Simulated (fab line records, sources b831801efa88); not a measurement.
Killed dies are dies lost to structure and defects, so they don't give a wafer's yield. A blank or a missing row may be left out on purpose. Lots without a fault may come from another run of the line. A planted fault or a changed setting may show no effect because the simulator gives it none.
One fault seen from 2 desks | flow sky130 | each desk has only its own numbers; what lay behind them comes last

THE METROLOGY DESK
What the gauges read, lot by lot, whatever tool the lot ran on: means of the sampled wafers that have a number. A lot is out of limits, marked OUT, if its mean lies more than 4 standard deviations from the usual mean; the brackets give that distance.
Columns: A = POLY_GATE_TW at SKY_RES_PROTECT_TW_MEAS_08, usual 4077; B = POLY_GATE_OXIDATION_THK at SKY_POLY_GATE_THK_MEAS_21, usual 4.02 nm; C = LDD_HVN_OVL at SKY_LDD_HVN_OVL_MEAS_07, usual 1.3 nm
lot  | first seen here | A    | B    | C
L458 | day 16 00:35    | 4091 | 3.97 | -0.7
L461 | day 16 03:35    | 4060 | 3.95 | -0.3
L462 | day 16 23:38    | 4067 | 4.09 | 2.2
L465 | day 17 21:50    | 4038 | 4.09 | 2.2
L466 | day 17 23:38    | 4076 | 4.07 | -0.1
L467 | day 18 10:22    | 4077 | 3.93 | 2.8
L473 | day 20 15:07    | 4045 | 3.99 | -0.8
L474 | day 21 00:41    | 4063 | 4.08 | 0.1
L475 | day 21 09:50    | 4064 | 3.96 | 2.4
L476 | day 21 15:23    | 4086 | 3.96 | 0.9
L477 | day 22 13:01    | 4059 | 4.00 | 3.7
L479 | day 23 11:27    | 4089 | 4.05 | 1.1
This desk's finding: nothing out of limits on any of the 12 lots.

THE TOOL OWNER'S DESK: litho_track-03
The tool's own readings at SKY_LDD_N_COAT_02 (resist thk 300 nm): means of the sampled wafers that have a number, for each lot that ran on this tool. A lot is out of limits, marked OUT, if its mean lies more than 4 standard deviations from the usual mean; the brackets give that distance.
Columns: A = chill_plate_temp_C at SKY_LDD_N_COAT_02, usual 23.00 C; B = exhaust_pa at SKY_LDD_N_COAT_02, usual 44.9 Pa
lot  | first seen here | A     | B
L462 | day 19 03:46    | 23.01 | 43.9
L465 | day 19 23:28    | 23.12 | 45.2
L466 | day 20 03:16    | 23.04 | 44.3
L467 | day 20 12:43    | 22.94 | 43.7
L473 | day 22 16:10    | 22.97 | 45.7
L475 | day 23 11:43    | 23.04 | 45.6
L476 | day 23 15:51    | 23.03 | 45.7
This desk's finding: nothing out of limits on any of the 7 lots.

PUT TOGETHER
The metrology desk saw nothing out of limits.
The tool owner's desk saw nothing out of limits.

WHAT THE SIMULATOR HAD PUT IN
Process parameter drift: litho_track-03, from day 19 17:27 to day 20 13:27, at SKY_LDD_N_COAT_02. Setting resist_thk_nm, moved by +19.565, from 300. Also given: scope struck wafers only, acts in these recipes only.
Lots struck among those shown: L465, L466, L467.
